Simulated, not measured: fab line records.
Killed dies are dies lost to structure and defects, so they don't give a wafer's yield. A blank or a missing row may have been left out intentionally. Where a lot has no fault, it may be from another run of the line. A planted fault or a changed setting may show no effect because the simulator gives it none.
Struck lot and sound lot, side by side	flow gf180mcu	15 out of 602 route steps
Sound: the wafers L659.2, L659.4, L659.6. Struck: wafer L677.1 (left out: L677.2, a lot-mate that was not struck); the cause follows at the end.
At each step with rows: each side's tool, then ch and its chambers, then its first start. Under that, the readings that differ: sound wafers	struck wafers	difference of the means	sigmas: that difference in standard deviations of wafers without a fault.
alike: readings whose means differ by less than 2 such deviations, and words and numbers that are the same on both sides. not compared: withheld readings, readings that some wafer has no value for, bounds like >300 that may hide the same value, and numbers for which the record gives no deviation and whose values overlap.
A row with sigmas, a row that says differs or no value, or rows on one side alone: a step with any of these is where the two part. Non-overlapping numbers with no deviation appear without sigmas and do not part them. A reading that every wafer of one side lacks parts them only if that side has two wafers or more.

GF_V2_OVL_MEAS_15:
  sound on overlay-01, day 21 03:25; struck on overlay-02, day 27 06:56
  alike: V2_OVL
GF_V2_ETCH_16: etches BARC in N2/H2.
  sound on rie-diel-03 ch 1,2, day 21 03:26; struck on rie-diel-03 ch 3, day 27 06:58
  alike: drypump-motor-current-A, oes-product-au, throttle-valve-pct
GF_V2_ETCH_17: etches SiO2 in C4F8/O2/Ar, stops on TiN, target depth 630 nm.
  sound: rie-diel-03 ch 1,2; struck: rie-diel-03 ch 3
  alike: oes-product-au
GF_V2_STRIP_18: strips in O2/N2.
  sound on plasma-asher-02 ch 0,1, day 21 03:34; struck on plasma-asher-02 ch 0, day 27 07:05
  alike: drypump-motor-current-A, heater-power-w, oes-product-au
  not compared: rf-hours-counter-h
then, 2 steps without rows for these wafers: GF_V2_STRIP_19 (strips in post etch residue remover, time 1200 s); GF_V2_CLEAN_20 (cleans in DIW).
GF_V2_SPUTTER_21: material Ti, target thk 15 nm, time 80.02 s.
  sound on pvd-sputter-02, day 21 04:13; struck on pvd-sputter-02, day 27 07:38
  alike: throttle-valve-pct
then, 1 step without rows for these wafers: GF_V2_SPUTTER_22 (material TiN, target thk 10 nm, time 40 s).
GF_V2_CVD_23: deposits W, target thk 350 nm, time 104.94 s.
  sound on cvd-w-02 ch 1, day 21 04:19; struck on cvd-w-01 ch 0, day 27 07:44
  alike: heater-power-w
GF_V2_RS_MEAS_24: measures by four-point-probe.
  sound on film-metro-03, day 21 04:26; struck on film-metro-01, day 27 07:51
reading	sound	struck	difference	sigmas
V2_W_RS (ohm/sq)	0.317 0.322 0.322	0.332	+0.012	+3
GF_V2_THK_MEAS_25: measures by xrf.
  sound on film-metro-03, day 21 04:33; struck on film-metro-01, day 27 07:58
reading	sound	struck	difference	sigmas
V2_W_THK (nm)	376 371 369	344	-28	-4
then, 1 step without rows for these wafers: GF_V2_CMP_26 (polishes, stops on SiO2, t overpolish 15 s, target thk 0 nm).
GF_M3_SPUTTER_00: material Ti, target thk 37.5 nm, time 150 s.
  sound on pvd-sputter-03, day 21 04:54; struck on pvd-sputter-03, day 27 08:20
reading	sound	struck	difference	sigmas
model.Ti_of_M3_SPUTTER_00.thk-nm (nm)	37.81 37.75 37.95	48.27	+10.43	
  alike: throttle-valve-pct
then, 2 steps without rows for these wafers: GF_M3_SPUTTER_01 (material TiN, target thk 30 nm, time 25 s); GF_PASSIVATION_PROBE_99.

## WHERE THEY PART
Last at GF_V2_THK_MEAS_25 as far as this record goes, first at GF_V2_RS_MEAS_24. Later steps at which nothing parts them and some readings are alike: GF_M3_SPUTTER_00.

WHY: the cause the simulator had injected
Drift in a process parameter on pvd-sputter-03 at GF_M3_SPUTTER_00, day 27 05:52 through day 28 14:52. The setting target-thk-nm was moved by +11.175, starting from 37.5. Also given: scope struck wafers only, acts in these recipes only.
